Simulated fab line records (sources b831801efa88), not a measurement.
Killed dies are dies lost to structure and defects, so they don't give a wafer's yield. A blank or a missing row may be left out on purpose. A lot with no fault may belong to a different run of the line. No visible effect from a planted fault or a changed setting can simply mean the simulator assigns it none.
Comparing a struck lot with a sound one | flow sky130 | 16 out of 708 route steps
Sound: wafers L755.1, L755.4, L755.6. Wafers struck: L761.2, L761.4, L761.5. The cause is given at the end.
For every step that has rows: the tool of each side, followed by ch and its chambers, followed by its first start. Under that, the readings that differ: sound wafers | struck wafers | difference of the means | sigmas: that difference in standard deviations of wafers without a fault.
alike: readings with means less than 2 such deviations apart, plus words and numbers identical on both sides. not compared: withheld readings, readings lacking a value on some wafer, bounds such as >300 that could conceal the same value, and numbers that have no deviation in the record and whose values overlap.
A row with sigmas, a row that says differs or no value, or rows on one side alone: a step with any of these is where the two part. Numbers that don't overlap but have no deviation are shown without sigmas and don't part them. Lack of a reading on every wafer of one side parts them only where that side has two or more wafers.

SKY_POLY_GATE_THK_MEAS_04:
  sound on film metro-01, day 17 17:08; struck on film metro-01, day 19 15:54
  alike: POLY_GATE_CVD_03_THK
then, 8 steps without rows for these wafers: SKY_POLY_GATE_DEHYDRATE_05 (time 60 s); SKY_POLY_GATE_HMDS_06 (prime time 60 s); SKY_POLY_GATE_COAT_07 (resist thk 110 nm); SKY_POLY_GATE_COAT_08 (resist thk 450 nm); SKY_POLY_GATE_SOFTBAKE_09 (time 90 s); SKY_POLY_GATE_EXPOSE_10 (exposes mask P1M, target cd 150 nm); SKY_POLY_GATE_PEB_11; SKY_POLY_GATE_DEVELOP_12 (develop time 60 s).
SKY_POLY_GATE_CD_MEAS_13: target cd 150 nm.
  sound on cd sem-02, day 18 23:29; struck on cd sem-02, day 20 22:23
  alike: cd nm
SKY_POLY_GATE_OVL_MEAS_14:
  sound on overlay-01, day 18 23:37; struck on overlay-01, day 20 22:29
  alike: POLY_GATE_OVL
SKY_POLY_GATE_ETCH_15: etches BARC in N2/H2, stops on SiO2, time 118.5 s, target depth 110 nm.
  sound on rie diel-04 ch 1,3, day 18 23:38; struck on rie diel-01 ch 0,1, day 20 22:31
  alike: bias w, chamber pressure mTorr, drypump motor current A, oes product au, throttle valve pct
  not compared: rf hours counter h
SKY_POLY_GATE_ETCH_16: etches Si3N4 in CH3F/O2, stops on poly-Si, time 147.5 s, target depth 75 nm.
  sound on rie diel-04 ch 1,3, day 18 23:43; struck on rie diel-01 ch 0,1, day 20 22:36
  no value came back on the struck wafers for any of 6 readings (O2_flow_sccm (sccm), bias w (W) and others); on the sound wafers O2_flow_sccm (sccm) reads 29.93 30.11 29.99
  reading                                          | sound             | struck            | difference | sigmas
  model.KrF-thick_of_POLY_GATE_COAT_08.thk nm (nm) | 233.9 234.7 233.4 | 345.4 346.2 345.3 | +111.6     |
  not compared: rf hours counter h
SKY_POLY_GATE_ETCH_17: etches poly-Si in HBr/Cl2, stops on SiO2, target depth 180 nm, time 70.5 s.
  sound on rie si-02 ch 0,2,3, day 18 23:49; struck on rie si-01 ch 0,2, day 20 22:42
  reading                                          | sound           | struck          | difference | sigmas
  model.KrF-thick_of_POLY_GATE_COAT_08.thk nm (nm) | 138.8 140 137.7 | 254 252.6 252.2 | +114       |
  alike: HBr_flow_sccm, bias w, chamber pressure mTorr, drypump motor current A, he backside leak sccm, oes product au, throttle valve pct
  not compared: rf hours counter h
SKY_POLY_GATE_STRIP_18: strips in O2/N2.
  sound on plasma asher-04 ch 0,1, day 18 23:53; struck on plasma asher-02 ch 0,1, day 20 22:46
  reading                      | sound             | struck            | difference | sigmas
  oes product au (a.u.)        | 0.361 0.365 0.359 | 0.410 0.410 0.411 | +0.049     | +11
  strip time to endpoint s (s) | 3.155 3.164 3.127 | 4.401 4.385 4.375 | +1.238     | +48
  alike: chamber pressure mTorr, drypump motor current A
  not compared: rf hours counter h
then, 1 step without rows for these wafers: SKY_POLY_GATE_CLEAN_19 (cleans in SC1/SC2, time 150 s).

WHERE THEY PART
Last at SKY_POLY_GATE_STRIP_18 as far as this record goes, first at SKY_POLY_GATE_ETCH_16.

WHY: whatever the simulator had introduced
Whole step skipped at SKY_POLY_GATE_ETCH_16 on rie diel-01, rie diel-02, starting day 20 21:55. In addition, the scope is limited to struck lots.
